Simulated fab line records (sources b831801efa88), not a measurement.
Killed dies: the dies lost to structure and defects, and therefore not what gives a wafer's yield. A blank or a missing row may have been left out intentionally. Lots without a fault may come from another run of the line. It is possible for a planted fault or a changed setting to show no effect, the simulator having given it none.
Matching of chambers :: flow gf180mcu :: 3 sister chambers for GF_MIM_CVD_05 on pecvd-01
The step deposits Si3N4, target thk 42 nm, time 29.086 s. 3 wafers are shown with their chamber, then 7 later ones without.

== WAFERS WITH THEIR CHAMBER ==
wafer: L082.6
chamber: 0
heaterPowerW (W): 492

wafer: L089.2
chamber: 1
heaterPowerW (W): 788

wafer: L089.3
chamber: 2
heaterPowerW (W): 807

== WAFERS WITH NO CHAMBER GIVEN ==
wafer: L089.5
heaterPowerW (W): 800

wafer: L093.1
heaterPowerW (W): 518

wafer: L093.3
heaterPowerW (W): 777

wafer: L093.4
heaterPowerW (W): 800

wafer: L095.1
heaterPowerW (W): 831

wafer: L095.2
heaterPowerW (W): 548

wafer: L095.3
heaterPowerW (W): 746

== WHICH CHAMBER EACH ONE RAN IN ==
wafer: L089.5
from the rows above: can't be placed: 2 or 1
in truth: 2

wafer: L093.1
from the rows above: 0
in truth: 0

wafer: L093.3
from the rows above: can't be placed: 1 or 2
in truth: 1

wafer: L093.4
from the rows above: can't be placed: 2 or 1
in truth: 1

wafer: L095.1
from the rows above: can't be placed: 2 or 1
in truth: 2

wafer: L095.2
from the rows above: 0
in truth: 0

wafer: L095.3
from the rows above: can't be placed: 1 or 2
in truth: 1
Correctly placed: 2 of 7. From these rows, 5 cannot be placed; in 5 the true chamber is one of the candidates. Placed wrongly: 0.
How it was worked out, from the rows above alone: a wafer's distance from a chamber is the root of the sum, over the readings, of the square of ((its reading less the chamber's mean) divided by the reading's scatter). If the next closest chamber is less than 2 further off than the closest, the wafer can't be placed; otherwise it belongs to the closest. The mean given for a chamber averages the wafers shown for that chamber. The scatter (one wafer shown for each chamber): square how far every hidden wafer sits from the nearest shown wafer, average those squares and take the square root.
